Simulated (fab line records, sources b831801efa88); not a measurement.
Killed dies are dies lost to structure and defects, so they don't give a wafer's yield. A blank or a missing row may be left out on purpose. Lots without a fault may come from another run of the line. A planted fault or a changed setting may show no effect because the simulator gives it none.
fab line records | flow gf180mcu
record lots=5 wafers=15 last_day=33
route steps=602 shown STI@31 DNWELL@32 NWELL@42 LVPWELL@54 MVSD@66
lots that met no fault: from a run of the same line without faults
start_h: hours from the record's first day to the start of the lot's first wafer shown | wait_h: hours since the lot's step before | " the same as in the row above | L1.1+2: a row that stands for several wafers | - no value, or no start given | * or withheld: withheld | < > ~ a bound
route shown NAME@n: a module of which the file shows steps, and the number in the route of the first | usual: mean/standard deviation of fault-free wafers | same: alike in all rows | chamber/n: place in a boat | sites: the reading at each site | _std_site: their standard deviation | _edge_site: outer sites' mean less inner sites' | radius_mm: how far each site lies from the wafer's centre | mask NAME#n: copy n | behind: the tool/chamber that last shaped the wafer | hold: why the lot was held/for how many hours/how that ended | device: the transistor (n, p or np) that didn't switch | end of line: the same wafers' tests at the end of the route | a step without rows: its recipe alone | killed: dies lost to structure and defects at the first sort, not the wafer's yield | map: a wafer's dies, x killed, . not, _ none there
set.NAME: the setting as run; set.NAME@STEP: as run at that earlier step | model.NAME: the simulator's own value behind a step, which no gauge read
lots at some steps of the route; a table a step, a row a wafer
services: from which hour (start_h, from the record's first day; less than 0 if before it) a tool's chamber was out of use, for how many hours, and why
## steps
# step GF_STI_THK_MEAS_30
# recipe reads=SiO2_of_STI_OXIDATION_29
# usual STI_OXIDATION_02_THK=10.01/0.18
# columns lot.wafer tool chamber start_h wait_h STI_OXIDATION_02_THK[nm]
L075.2 film_metro-01 - 35.02 0.0 9.95
L075.4 " - " " 9.96
L075.6 " - " " 10.07
L078.1 film_metro-01 - 50.97 0.0 9.95
L078.4 " - " " 9.91
L078.6 " - " " 9.98
L082.3 film_metro-02 - 71.86 0.0 10.24
L082.4 " - " " 10.45
L082.6 " - " " 10.08
L090.3 film_metro-04 - 111.72 0.1 10.26
L090.5 " - " " 10.21
L090.6 " - " " 10.24
L091.2 film_metro-01 - 118.92 0.0 9.90
L091.3 " - " " 9.78
L091.6 " - " " 9.74
# step GF_DNWELL_DEHYDRATE_00
# recipe temp_c=200 time_s=60
# usual heater_power_total_W=160.38/0.13
# columns lot.wafer tool chamber start_h wait_h heater_power_total_W
L075.2 litho_track-02 0 40.50 5.5 160.51
L075.4 " 0 " " 160.44
L075.6 " 0 " " 160.31
L078.1 litho_track-03 0 56.31 5.3 160.39
L078.4 " 0 " " 160.45
L078.6 " 0 " " 160.33
L082.3 litho_track-03 0 77.81 5.9 160.34
L082.4 " 0 " " 160.36
L082.6 " 0 " " 160.20
L090.3 litho_track-02 0 118.32 6.6 160.37
L090.5 " 0 " " 160.39
L090.6 " 0 " " 160.28
L091.2 litho_track-04 0 125.54 6.6 160.35
L091.3 " 0 " " 160.46
L091.6 " 0 " " 160.55
# step GF_DNWELL_HMDS_01
# recipe prime_time_s=60 prime_temp_c=120
# same prime_time_s=60
# columns lot.wafer tool chamber start_h wait_h
L075.2+4+6 litho_track-02 0 40.65 0.1
L078.1+4+6 litho_track-03 0 56.46 0.1
L082.3+4+6 litho_track-03 0 77.96 0.1
L090.3+5+6 litho_track-02 0 118.47 0.1
L091.2+3+6 litho_track-04 0 125.69 0.1
# step GF_DNWELL_COAT_02
# recipe spin_rpm=2000 resist_thk_nm=3000
# columns lot.wafer tool chamber start_h wait_h
L075.2+4+6 litho_track-02 0 40.80 0.1
L078.1+4+6 litho_track-03 0 56.61 0.1
L082.3+4+6 litho_track-03 0 78.11 0.1
L090.3+5+6 litho_track-02 0 118.62 0.1
L091.2+3+6 litho_track-04 0 125.84 0.1
# step GF_DNWELL_SOFTBAKE_03
# recipe temp_c=110 time_s=withheld
# usual heater_power_total_W=65.32/0.13
# columns lot.wafer tool chamber start_h wait_h heater_power_total_W
L075.2 litho_track-02 0 40.96 0.1 65.47
L075.4 " 0 " " 65.16
L075.6 " 0 " " 65.10
L078.1 litho_track-03 0 56.76 0.1 65.24
L078.4 " 0 " " 65.26
L078.6 " 0 " " 65.39
L082.3 litho_track-03 0 78.28 0.1 65.11
L082.4 " 0 " " 65.22
L082.6 " 0 " " 65.29
L090.3 litho_track-02 0 118.79 0.1 65.38
L090.5 " 0 " " 65.29
L090.6 " 0 " " 65.17
L091.2 litho_track-04 0 126.00 0.1 65.37
L091.3 " 0 " " 65.29
L091.6 " 0 " " 65.46
# step GF_DNWELL_EXPOSE_04
# recipe mask_id=DNWELL target_cd_nm=1700 na=0.6 source_shape=conventional sigma_outer=0.6 dose_mj=260
# usual exposure_dose_mJ_cm2=259.97/0.26
# columns lot.wafer tool chamber start_h wait_h mask exposure_dose_mJ_cm2
L075.2 iline_stepper-01 0 - - DNWELL#0 259.58
L075.4 " 0 " " DNWELL#0 259.98
L075.6 " 0 " " DNWELL#0 260.01
L078.1 iline_stepper-01 0 - - DNWELL#0 260.19
L078.4 " 0 " " DNWELL#0 260.37
L078.6 " 0 " " DNWELL#0 260.13
L082.3 iline_stepper-01 0 - - DNWELL#0 259.69
L082.4 " 0 " " DNWELL#0 259.88
L082.6 " 0 " " DNWELL#0 259.82
L090.3 iline_stepper-01 0 - - DNWELL#0 259.73
L090.5 " 0 " " DNWELL#0 259.42
L090.6 " 0 " " DNWELL#0 259.71
L091.2 iline_stepper-02 0 - - DNWELL#0 260.17
L091.3 " 0 " " DNWELL#0 260.05
L091.6 " 0 " " DNWELL#0 260.26
# step GF_DNWELL_PEB_05
# recipe temp_c=115 time_s=withheld
# usual heater_power_total_W=69.32/0.13
# columns lot.wafer tool chamber start_h wait_h heater_power_total_W
L075.2 litho_track-02 0 - - 69.45
L075.4 " 0 " " 69.47
L075.6 " 0 " " 69.45
L078.1 litho_track-03 0 - - 69.20
L078.4 " 0 " " 69.58
L078.6 " 0 " " 69.24
L082.3 litho_track-04 0 - - 69.28
L082.4 " 0 " " 69.28
L082.6 " 0 " " 69.54
L090.3 litho_track-02 0 - - 69.48
L090.5 " 0 " " 69.30
L090.6 " 0 " " 69.47
L091.2 litho_track-04 0 - - 69.21
L091.3 " 0 " " 69.21
L091.6 " 0 " " 69.12
# step GF_DNWELL_DEVELOP_06
# recipe wall_angle_deg=90 develop_time_s=60 dev_temp_c=23
# columns lot.wafer tool chamber start_h wait_h
L075.2+4+6 litho_track-02 0 - -
L078.1+4+6 litho_track-03 0 - -
L082.3+4+6 litho_track-04 0 - -
L090.3+5+6 litho_track-02 0 - -
L091.2+3+6 litho_track-04 0 - -
# step GF_DNWELL_IMPLANT_07
# recipe species=P energy_kev=1500 dose_cm2=1e+13 tilt_deg=0
# columns lot.wafer tool chamber start_h wait_h
L075.2+4+6 implanter-02 0 47.20 -
L078.1+4+6 implanter-01 0 63.81 -
L082.3+4+6 implanter-02 0 85.47 -
L090.3+5+6 implanter-01 0 126.32 -
L091.2+3+6 implanter-02 0 133.34 -
# step GF_DNWELL_STRIP_08
# recipe chemistry=O2/N2 power_w=1400 pressure_mtorr=1500 platen_temp_c=250 o2_flow_sccm=3000 n2_flow_sccm=300 overash_fraction=0.5
# usual drypump_motor_current_A=5.6/0.51 heater_power_w=353/42 oes_product_au=0.722/0.0046 strip_time_to_endpoint_s=36.93/0.1
# columns lot.wafer tool chamber start_h wait_h drypump_motor_current_A heater_power_w oes_product_au rf_hours_counter_h strip_time_to_endpoint_s
L075.2 plasma_asher-03 1 47.32 0.1 5.8 365 0.723 42 37.08
L075.4 " 1 " " 5.7 362 0.724 - 37.04
L075.6 " 0 " " 5.3 435 0.714 - 37.05
L078.1 plasma_asher-03 1 63.96 0.1 5.7 363 0.718 43 36.94
L078.4 " 0 " " 5.3 432 0.712 - 37.01
L078.6 " 0 " " 5.3 429 0.728 - 36.99
L082.3 plasma_asher-03 1 85.60 0.1 5.7 355 0.722 - 37.19
L082.4 " 0 " " 5.3 416 0.728 - 37.12
L082.6 " 0 " " 5.3 433 0.724 - 37.10
L090.3 plasma_asher-04 0 126.45 0.1 6.5 325 0.724 - 37.05
L090.5 " 0 " " 6.5 326 0.726 - 37.13
L090.6 " 1 " " 5.3 302 0.722 - 37.05
L091.2 plasma_asher-01 0 133.47 0.1 5.0 330 0.717 33 36.87
L091.3 " 0 " " 5.0 327 0.719 - 36.82
L091.6 " 1 " " 6.1 345 0.726 - 36.78
# step GF_DNWELL_TW_MEAS_09
# usual DNWELL_TW=1362/14
# columns lot.wafer tool chamber start_h wait_h DNWELL_TW
L075.2 film_metro-04 - 47.43 0.1 1372
L075.4 " - " " 1362
L075.6 " - " " 1370
L078.1 film_metro-01 - 64.06 0.1 1356
L078.4 " - " " 1362
L078.6 " - " " 1363
L082.3 film_metro-03 - 85.69 0.1 1350
L082.4 " - " " 1349
L082.6 " - " " 1350
L090.3 film_metro-04 - 126.54 0.1 1357
L090.5 " - " " 1364
L090.6 " - " " 1368
L091.2 film_metro-03 - 133.58 0.1 1339
L091.3 " - " " 1336
L091.6 " - " " 1338
# step GF_NWELL_DEHYDRATE_00
# recipe temp_c=200 time_s=60
# usual heater_power_total_W=160.38/0.13
# columns lot.wafer tool chamber start_h wait_h heater_power_total_W
L075.2 litho_track-01 0 53.38 5.9 160.29
L075.4 " 0 " " 160.44
L075.6 " 0 " " 160.52
L078.1 litho_track-01 0 70.21 6.1 160.65
L078.4 " 0 " " 160.22
L078.6 " 0 " " 160.45
L082.3 litho_track-04 0 91.57 5.9 160.40
L082.4 " 0 " " 160.39
L082.6 " 0 " " 160.22
L090.3 litho_track-02 0 133.22 6.7 160.25
L090.5 " 0 " " 160.23
L090.6 " 0 " " 160.37
L091.2 litho_track-01 0 140.18 6.6 160.33
L091.3 " 0 " " 160.17
L091.6 " 0 " " 160.18
# step GF_NWELL_HMDS_01
# recipe prime_time_s=60 prime_temp_c=120
# same prime_time_s=60
# columns lot.wafer tool chamber start_h wait_h
L075.2+4+6 litho_track-01 0 53.53 0.1
L078.1+4+6 litho_track-01 0 70.36 0.1
L082.3+4+6 litho_track-04 0 91.72 0.1
L090.3+5+6 litho_track-02 0 133.37 0.1
L091.2+3+6 litho_track-01 0 140.33 0.1
# step GF_NWELL_COAT_02
# recipe spin_rpm=2000 resist_thk_nm=3000
# columns lot.wafer tool chamber start_h wait_h
L075.2+4+6 litho_track-01 0 53.68 0.1
L078.1+4+6 litho_track-01 0 70.51 0.1
L082.3+4+6 litho_track-04 0 91.87 0.1
L090.3+5+6 litho_track-02 0 133.52 0.1
L091.2+3+6 litho_track-01 0 140.48 0.1
# step GF_NWELL_SOFTBAKE_03
# recipe temp_c=110 time_s=withheld
# usual heater_power_total_W=65.31/0.13
# columns lot.wafer tool chamber start_h wait_h heater_power_total_W
L075.2 litho_track-01 0 53.84 0.1 65.44
L075.4 " 0 " " 65.15
L075.6 " 0 " " 65.14
L078.1 litho_track-01 0 70.66 0.1 65.24
L078.4 " 0 " " 65.50
L078.6 " 0 " " 65.07
L082.3 litho_track-04 0 92.04 0.1 65.17
L082.4 " 0 " " 65.32
L082.6 " 0 " " 65.46
L090.3 litho_track-02 0 133.69 0.1 65.30
L090.5 " 0 " " 65.48
L090.6 " 0 " " 65.25
L091.2 litho_track-01 0 140.64 0.1 65.55
L091.3 " 0 " " 65.29
L091.6 " 0 " " 65.27
# step GF_NWELL_EXPOSE_04
# recipe mask_id=Nwell target_cd_nm=860 na=0.6 source_shape=conventional sigma_outer=0.6 dose_mj=260
# usual exposure_dose_mJ_cm2=260.00/0.24
# columns lot.wafer tool chamber start_h wait_h mask exposure_dose_mJ_cm2
L075.2 iline_stepper-02 0 - - Nwell#0 260.39
L075.4 " 0 " " Nwell#0 260.06
L075.6 " 0 " " Nwell#0 260.05
L078.1 iline_stepper-01 0 - - Nwell#0 259.84
L078.4 " 0 " " Nwell#0 260.01
L078.6 " 0 " " Nwell#0 260.18
L082.3 iline_stepper-02 0 - - Nwell#0 260.23
L082.4 " 0 " " Nwell#0 259.91
L082.6 " 0 " " Nwell#0 260.19
L090.3 iline_stepper-01 0 - - Nwell#0 259.74
L090.5 " 0 " " Nwell#0 259.87
L090.6 " 0 " " Nwell#0 260.21
L091.2 iline_stepper-02 0 - - Nwell#0 259.95
L091.3 " 0 " " Nwell#0 260.10
L091.6 " 0 " " Nwell#0 260.20
# step GF_NWELL_PEB_05
# recipe temp_c=115 time_s=withheld
# usual heater_power_total_W=69.34/0.12
# columns lot.wafer tool chamber start_h wait_h heater_power_total_W
L075.2 litho_track-04 0 - - 69.14
L075.4 " 0 " " 69.20
L075.6 " 0 " " 69.50
L078.1 litho_track-02 0 - - 69.43
L078.4 " 0 " " 69.52
L078.6 " 0 " " 69.42
L082.3 litho_track-02 0 - - 69.42
L082.4 " 0 " " 69.45
L082.6 " 0 " " 69.13
L090.3 litho_track-01 0 - - 69.16
L090.5 " 0 " " 69.26
L090.6 " 0 " " 69.36
L091.2 litho_track-02 0 - - 69.23
L091.3 " 0 " " 69.49
L091.6 " 0 " " 69.53
# step GF_NWELL_DEVELOP_06
# recipe wall_angle_deg=90 develop_time_s=60 dev_temp_c=23
# columns lot.wafer tool chamber start_h wait_h
L075.2+4+6 litho_track-04 0 - -
L078.1+4+6 litho_track-02 0 - -
L082.3+4+6 litho_track-02 0 - -
L090.3+5+6 litho_track-01 0 - -
L091.2+3+6 litho_track-02 0 - -
# step GF_NWELL_OVL_MEAS_07
# usual NWELL_OVL=-1.1/1.6
# columns lot.wafer tool chamber start_h wait_h NWELL_OVL[nm]
L075.2 overlay-02 - 60.28 - 1.1
L075.4 " - " " 0.4
L075.6 " - " " -0.2
L078.1 overlay-01 - 77.57 - -1.6
L078.4 " - " " -0.8
L078.6 " - " " -2.9
L082.3 overlay-01 - 99.53 - -0.5
L082.4 " - " " -1.9
L082.6 " - " " 0.3
L090.3 overlay-02 - 141.17 - -0.4
L090.5 " - " " -0.4
L090.6 " - " " -1.0
L091.2 overlay-02 - 148.08 - -2.0
L091.3 " - " " -2.7
L091.6 " - " " -0.5
# step GF_NWELL_IMPLANT_08
# recipe species=P energy_kev=450 dose_cm2=1.5e+13 tilt_deg=0
# columns lot.wafer tool chamber start_h wait_h
L075.2+4+6 implanter-01 0 60.33 0.0
L078.1+4+6 implanter-01 0 77.61 0.0
L082.3+4+6 implanter-01 0 99.61 0.1
L090.3+5+6 implanter-01 0 141.24 0.1
L091.2+3+6 implanter-01 0 148.13 0.0
# step GF_NWELL_IMPLANT_09
# recipe species=P energy_kev=160 dose_cm2=4e+12 tilt_deg=0
# columns lot.wafer tool chamber start_h wait_h
L075.2+4+6 implanter-01 0 60.48 0.1
L078.1+4+6 implanter-01 0 77.76 0.1
L082.3+4+6 implanter-01 0 99.76 0.1
L090.3+5+6 implanter-01 0 141.39 0.1
L091.2+3+6 implanter-01 0 148.28 0.1
# step GF_NWELL_STRIP_10
# recipe chemistry=O2/N2 power_w=1400 pressure_mtorr=1500 platen_temp_c=250 o2_flow_sccm=3000 n2_flow_sccm=300 overash_fraction=0.5
# usual drypump_motor_current_A=5.8/0.46 heater_power_w=339/36 oes_product_au=0.723/0.0047 strip_time_to_endpoint_s=36.99/0.086
# columns lot.wafer tool chamber start_h wait_h drypump_motor_current_A heater_power_w oes_product_au rf_hours_counter_h strip_time_to_endpoint_s
L075.2 plasma_asher-02 1 60.61 0.1 5.6 328 0.722 34 36.92
L075.4 " 0 " " 6.1 319 0.726 - 36.97
L075.6 " 1 " " 5.6 318 0.722 - 36.99
L078.1 plasma_asher-02 1 77.91 0.1 5.6 330 0.723 36 36.78
L078.4 " 0 " " 6.0 318 0.723 - 36.81
L078.6 " 1 " " 5.6 333 0.714 - 36.76
L082.3 plasma_asher-02 1 99.89 0.1 5.6 323 0.723 - 36.91
L082.4 " 0 " " 6.1 315 0.718 - 36.98
L082.6 " 1 " " 5.6 330 0.727 - 36.95
L090.3 plasma_asher-03 0 141.53 0.1 5.3 398 0.722 - 36.88
L090.5 " 0 " " 5.3 396 0.720 - 36.85
L090.6 " 1 " " 5.7 372 0.729 - 36.91
L091.2 plasma_asher-02 0 148.41 0.1 6.1 323 0.720 43 37.07
L091.3 " 0 " " 6.1 314 0.716 - 36.94
L091.6 " 1 " " 5.6 331 0.727 - 37.09
# step GF_NWELL_TW_MEAS_11
# usual NWELL_TW=1578/17
# columns lot.wafer tool chamber start_h wait_h NWELL_TW
L075.2 film_metro-04 - 60.72 0.1 1599
L075.4 " - " " 1602
L075.6 " - " " 1605
L078.1 film_metro-02 - 78.01 0.1 1568
L078.4 " - " " 1557
L078.6 " - " " 1568
L082.3 film_metro-04 - 99.98 0.1 1589
L082.4 " - " " 1586
L082.6 " - " " 1593
L090.3 film_metro-04 - 141.61 0.1 1589
L090.5 " - " " 1587
L090.6 " - " " 1585
L091.2 film_metro-04 - 148.52 0.1 1598
L091.3 " - " " 1600
L091.6 " - " " 1584
# step GF_LVPWELL_DEHYDRATE_00
# recipe temp_c=200 time_s=60
# usual heater_power_total_W=160.38/0.13
# columns lot.wafer tool chamber start_h wait_h heater_power_total_W
L075.2 litho_track-01 0 66.98 6.3 160.39
L075.4 " 0 " " 160.22
L075.6 " 0 " " 160.41
L078.1 litho_track-03 0 84.61 6.6 160.14
L078.4 " 0 " " 160.55
L078.6 " 0 " " 160.19
L082.3 litho_track-01 0 106.36 6.4 160.16
L082.4 " 0 " " 160.21
L082.6 " 0 " " 160.38
L090.3 litho_track-02 0 148.12 6.5 160.21
L090.5 " 0 " " 160.56
L090.6 " 0 " " 160.13
L091.2 litho_track-01 0 155.43 6.9 160.27
L091.3 " 0 " " 160.36
L091.6 " 0 " " 160.36
# step GF_LVPWELL_HMDS_01
# recipe prime_time_s=60 prime_temp_c=120
# same prime_time_s=60
# columns lot.wafer tool chamber start_h wait_h
L075.2+4+6 litho_track-01 0 67.13 0.1
L078.1+4+6 litho_track-03 0 84.76 0.1
L082.3+4+6 litho_track-01 0 106.51 0.1
L090.3+5+6 litho_track-02 0 148.27 0.1
L091.2+3+6 litho_track-01 0 155.58 0.1
# step GF_LVPWELL_COAT_02
# recipe spin_rpm=2000 resist_thk_nm=3000
# columns lot.wafer tool chamber start_h wait_h
L075.2+4+6 litho_track-01 0 67.28 0.1
L078.1+4+6 litho_track-03 0 84.91 0.1
L082.3+4+6 litho_track-01 0 106.66 0.1
L090.3+5+6 litho_track-02 0 148.42 0.1
L091.2+3+6 litho_track-01 0 155.73 0.1
# step GF_LVPWELL_SOFTBAKE_03
# recipe temp_c=110 time_s=withheld
# usual heater_power_total_W=65.31/0.13
# columns lot.wafer tool chamber start_h wait_h heater_power_total_W
L075.2 litho_track-01 0 67.44 0.1 65.19
L075.4 " 0 " " 65.28
L075.6 " 0 " " 65.14
L078.1 litho_track-03 0 85.06 0.1 65.48
L078.4 " 0 " " 65.14
L078.6 " 0 " " 65.34
L082.3 litho_track-01 0 106.83 0.1 65.41
L082.4 " 0 " " 65.22
L082.6 " 0 " " 65.33
L090.3 litho_track-02 0 148.59 0.1 65.12
L090.5 " 0 " " 65.26
L090.6 " 0 " " 65.48
L091.2 litho_track-01 0 155.89 0.1 65.44
L091.3 " 0 " " 65.33
L091.6 " 0 " " 65.15
# step GF_LVPWELL_EXPOSE_04
# recipe mask_id=LVPWELL target_cd_nm=600 na=0.6 source_shape=conventional sigma_outer=0.6 dose_mj=260
# usual exposure_dose_mJ_cm2=260.00/0.26
# columns lot.wafer tool chamber start_h wait_h mask exposure_dose_mJ_cm2
L075.2 iline_stepper-02 0 - - LVPWELL#0 260.39
L075.4 " 0 " " LVPWELL#0 260.17
L075.6 " 0 " " LVPWELL#0 259.97
L078.1 iline_stepper-01 0 - - LVPWELL#0 259.85
L078.4 " 0 " " LVPWELL#0 260.40
L078.6 " 0 " " LVPWELL#0 260.20
L082.3 iline_stepper-01 0 - - LVPWELL#0 260.32
L082.4 " 0 " " LVPWELL#0 260.09
L082.6 " 0 " " LVPWELL#0 260.13
L090.3 iline_stepper-02 0 - - LVPWELL#0 260.09
L090.5 " 0 " " LVPWELL#0 259.86
L090.6 " 0 " " LVPWELL#0 260.21
L091.2 iline_stepper-02 0 - - LVPWELL#0 259.84
L091.3 " 0 " " LVPWELL#0 260.00
L091.6 " 0 " " LVPWELL#0 260.29
# step GF_LVPWELL_PEB_05
# recipe temp_c=115 time_s=withheld
# usual heater_power_total_W=69.32/0.13
# columns lot.wafer tool chamber start_h wait_h heater_power_total_W
L075.2 litho_track-03 0 - - 69.33
L075.4 " 0 " " 69.22
L075.6 " 0 " " 69.21
L078.1 litho_track-01 0 - - 69.30
L078.4 " 0 " " 69.30
L078.6 " 0 " " 69.51
L082.3 litho_track-02 0 - - 69.17
L082.4 " 0 " " 69.36
L082.6 " 0 " " 69.11
L090.3 litho_track-02 0 - - 69.26
L090.5 " 0 " " 69.44
L090.6 " 0 " " 69.22
L091.2 litho_track-02 0 - - 69.19
L091.3 " 0 " " 69.07
L091.6 " 0 " " 69.41
# step GF_LVPWELL_DEVELOP_06
# recipe wall_angle_deg=90 develop_time_s=60 dev_temp_c=23
# columns lot.wafer tool chamber start_h wait_h
L075.2+4+6 litho_track-03 0 - -
L078.1+4+6 litho_track-01 0 - -
L082.3+4+6 litho_track-02 0 - -
L090.3+5+6 litho_track-02 0 - -
L091.2+3+6 litho_track-02 0 - -
# step GF_LVPWELL_OVL_MEAS_07
# usual LVPWELL_OVL=-0.5/1.5
# columns lot.wafer tool chamber start_h wait_h LVPWELL_OVL[nm]
L075.2 overlay-02 - 73.92 - 0.3
L075.4 " - " " -1.5
L075.6 " - " " -1.5
L078.1 overlay-01 - 91.81 - -2.1
L078.4 " - " " -1.7
L078.6 " - " " -1.0
L082.3 overlay-02 - 113.78 - -0.7
L082.4 " - " " 0.0
L082.6 " - " " 0.4
L090.3 overlay-02 - 156.03 - -1.5
L090.5 " - " " -1.9
L090.6 " - " " 0.2
L091.2 overlay-02 - 163.88 - -0.4
L091.3 " - " " -2.0
L091.6 " - " " -1.1
# step GF_LVPWELL_IMPLANT_08
# recipe species=B energy_kev=170 dose_cm2=1.5e+13 tilt_deg=0
# columns lot.wafer tool chamber start_h wait_h
L075.2+4+6 implanter-04 0 73.97 0.0
L078.1+4+6 implanter-04 0 91.84 0.0
L082.3+4+6 implanter-04 0 113.86 0.1
L090.3+5+6 implanter-02 0 156.11 0.1
L091.2+3+6 implanter-02 0 163.93 0.0
# step GF_LVPWELL_IMPLANT_09
# recipe species=B energy_kev=60 dose_cm2=5e+12 tilt_deg=0
# columns lot.wafer tool chamber start_h wait_h
L075.2+4+6 implanter-04 0 74.12 0.1
L078.1+4+6 implanter-04 0 91.99 0.1
L082.3+4+6 implanter-04 0 114.01 0.1
L090.3+5+6 implanter-02 0 156.26 0.1
L091.2+3+6 implanter-02 0 164.08 0.1
# step GF_LVPWELL_STRIP_10
# recipe chemistry=O2/N2 power_w=1400 pressure_mtorr=1500 platen_temp_c=250 o2_flow_sccm=3000 n2_flow_sccm=300 overash_fraction=0.5
# usual drypump_motor_current_A=5.6/0.35 heater_power_w=356/32 oes_product_au=0.722/0.0045 strip_time_to_endpoint_s=36.94/0.088
# columns lot.wafer tool chamber start_h wait_h drypump_motor_current_A heater_power_w oes_product_au rf_hours_counter_h strip_time_to_endpoint_s
L075.2 plasma_asher-02 1 74.25 0.1 5.6 339 0.716 35 37.06
L075.4 " 1 " " 5.5 325 0.714 - 36.91
L075.6 " 1 " " 5.6 336 0.718 - 36.92
L078.1 plasma_asher-02 1 92.14 0.1 5.6 320 0.728 37 37.06
L078.4 " 1 " " 5.6 333 0.719 - 37.05
L078.6 " 0 " " 6.1 321 0.723 - 36.91
L082.3 plasma_asher-01 0 114.14 0.1 5.0 336 0.718 - 36.94
L082.4 " 1 " " 6.1 352 0.722 - 36.89
L082.6 " 0 " " 5.0 325 0.722 - 36.82
L090.3 plasma_asher-02 1 156.39 0.1 5.6 333 0.724 - 37.03
L090.5 " 1 " " 5.6 325 0.729 - 37.02
L090.6 " 0 " " 6.1 320 0.725 - 36.87
L091.2 plasma_asher-03 1 164.21 0.1 5.7 374 0.720 5 36.81
L091.3 " 0 " " 5.3 392 0.725 - 36.88
L091.6 " 1 " " 5.7 366 0.719 - 36.74
# step GF_LVPWELL_TW_MEAS_11
# usual LVPWELL_TW=562/5.4
# columns lot.wafer tool chamber start_h wait_h LVPWELL_TW
L075.2 film_metro-03 - 74.36 0.1 556
L075.4 " - " " 557
L075.6 " - " " 556
L078.1 film_metro-04 - 92.24 0.1 565
L078.4 " - " " 566
L078.6 " - " " 565
L082.3 film_metro-04 - 114.23 0.1 565
L082.4 " - " " 565
L082.6 " - " " 566
L090.3 film_metro-04 - 156.48 0.1 567
L090.5 " - " " 566
L090.6 " - " " 570
L091.2 film_metro-03 - 164.32 0.1 557
L091.3 " - " " 554
L091.6 " - " " 555
# step GF_MVSD_DEHYDRATE_00
# recipe temp_c=200 time_s=60
# usual heater_power_total_W=160.36/0.12
# columns lot.wafer tool chamber start_h wait_h heater_power_total_W
L075.2 litho_track-01 0 80.73 6.4 160.38
L075.4 " 0 " " 160.43
L075.6 " 0 " " 160.37
L078.1 litho_track-01 0 98.96 6.7 160.47
L078.4 " 0 " " 160.26
L078.6 " 0 " " 160.20
L082.3 litho_track-04 0 121.07 6.8 160.40
L082.4 " 0 " " 160.29
L082.6 " 0 " " 160.12
L090.3 litho_track-03 0 164.06 7.6 160.39
L090.5 " 0 " " 160.31
L090.6 " 0 " " 160.37
L091.2 litho_track-04 0 171.29 7.0 160.42
L091.3 " 0 " " 160.32
L091.6 " 0 " " 160.21
# step GF_MVSD_HMDS_01
# recipe prime_time_s=60 prime_temp_c=120
# same prime_time_s=60
# columns lot.wafer tool chamber start_h wait_h
L075.2+4+6 litho_track-01 0 80.88 0.1
L078.1+4+6 litho_track-01 0 99.11 0.1
L082.3+4+6 litho_track-04 0 121.22 0.1
L090.3+5+6 litho_track-03 0 164.21 0.1
L091.2+3+6 litho_track-04 0 171.44 0.1
# step GF_MVSD_COAT_02
# recipe spin_rpm=2000 resist_thk_nm=3000
# columns lot.wafer tool chamber start_h wait_h
L075.2+4+6 litho_track-01 0 81.03 0.1
L078.1+4+6 litho_track-01 0 99.26 0.1
L082.3+4+6 litho_track-04 0 121.37 0.1
L090.3+5+6 litho_track-03 0 164.36 0.1
L091.2+3+6 litho_track-04 0 171.59 0.1
# step GF_MVSD_SOFTBAKE_03
# recipe temp_c=110 time_s=withheld
# usual heater_power_total_W=65.32/0.13
# columns lot.wafer tool chamber start_h wait_h heater_power_total_W
L075.2 litho_track-01 0 81.19 0.1 65.36
L075.4 " 0 " " 65.28
L075.6 " 0 " " 65.49
L078.1 litho_track-01 0 99.41 0.1 65.30
L078.4 " 0 " " 65.31
L078.6 " 0 " " 65.46
L082.3 litho_track-04 0 121.54 0.1 65.14
L082.4 " 0 " " 65.45
L082.6 " 0 " " 65.42
L090.3 litho_track-03 0 164.53 0.1 65.46
L090.5 " 0 " " 65.19
L090.6 " 0 " " 65.44
L091.2 litho_track-04 0 171.75 0.1 65.34
L091.3 " 0 " " 65.55
L091.6 " 0 " " 65.29
# step GF_MVSD_EXPOSE_04
# recipe mask_id=MVSD target_cd_nm=1000 na=0.6 source_shape=conventional sigma_outer=0.6 dose_mj=260
# usual exposure_dose_mJ_cm2=260.01/0.29
# columns lot.wafer tool chamber start_h wait_h mask exposure_dose_mJ_cm2
L075.2 iline_stepper-01 0 - - MVSD#0 260.09
L075.4 " 0 " " MVSD#0 259.82
L075.6 " 0 " " MVSD#0 259.57
L078.1 iline_stepper-01 0 - - MVSD#0 260.00
L078.4 " 0 " " MVSD#0 260.22
L078.6 " 0 " " MVSD#0 260.21
L082.3 iline_stepper-02 0 - - MVSD#0 259.61
L082.4 " 0 " " MVSD#0 259.33
L082.6 " 0 " " MVSD#0 260.14
L090.3 iline_stepper-02 0 - - MVSD#0 260.17
L090.5 " 0 " " MVSD#0 260.14
L090.6 " 0 " " MVSD#0 259.99
L091.2 iline_stepper-02 0 - - MVSD#0 260.00
L091.3 " 0 " " MVSD#0 260.14
L091.6 " 0 " " MVSD#0 260.03
# step GF_MVSD_PEB_05
# recipe temp_c=115 time_s=withheld
# usual heater_power_total_W=69.33/0.13
# columns lot.wafer tool chamber start_h wait_h heater_power_total_W
L075.2 litho_track-03 0 - - 69.26
L075.4 " 0 " " 69.54
L075.6 " 0 " " 69.23
L078.1 litho_track-04 0 - - 69.35
L078.4 " 0 " " 69.23
L078.6 " 0 " " 69.37
L082.3 litho_track-03 0 - - 69.21
L082.4 " 0 " " 69.26
L082.6 " 0 " " 69.23
L090.3 litho_track-01 0 - - 69.44
L090.5 " 0 " " 69.43
L090.6 " 0 " " 69.53
L091.2 litho_track-01 0 - - 69.42
L091.3 " 0 " " 69.21
L091.6 " 0 " " 69.19
# step GF_MVSD_DEVELOP_06
# recipe wall_angle_deg=90 develop_time_s=60 dev_temp_c=23
# columns lot.wafer tool chamber start_h wait_h
L075.2+4+6 litho_track-03 0 - -
L078.1+4+6 litho_track-04 0 - -
L082.3+4+6 litho_track-03 0 - -
L090.3+5+6 litho_track-01 0 - -
L091.2+3+6 litho_track-01 0 - -
## services
# columns tool chamber start_h hours kind
implanter-04 - 19.93 1.9 pm
implanter-04 - 21.82 2.8 pm
implanter-02 - 35.77 3.9 pm
implanter-01 - 44.13 3.5 pm
implanter-02 - 73.64 2.6 repair
iline_stepper-02 - 85.76 1.7 pm
implanter-04 - 86.44 1.0 repair
iline_stepper-01 - 97.16 1.7 pm
plasma_asher-03 - 108.75 9.0 pm
plasma_asher-03 0 108.75 9.0 vent_cycle
plasma_asher-03 1 108.75 9.0 vent_cycle
implanter-04 - 114.91 0.6 repair
plasma_asher-03 0 117.75 - clean
plasma_asher-03 1 117.75 - clean
implanter-01 - 121.04 2.3 repair
implanter-04 - 128.79 6.7 repair
plasma_asher-01 - 142.05 28.1 pm
implanter-01 - 146.25 1.4 repair
implanter-02 - 161.59 1.2 repair
iline_stepper-01 - 162.67 13.9 repair
plasma_asher-02 - 170.34 1.6 repair
## key
fault none
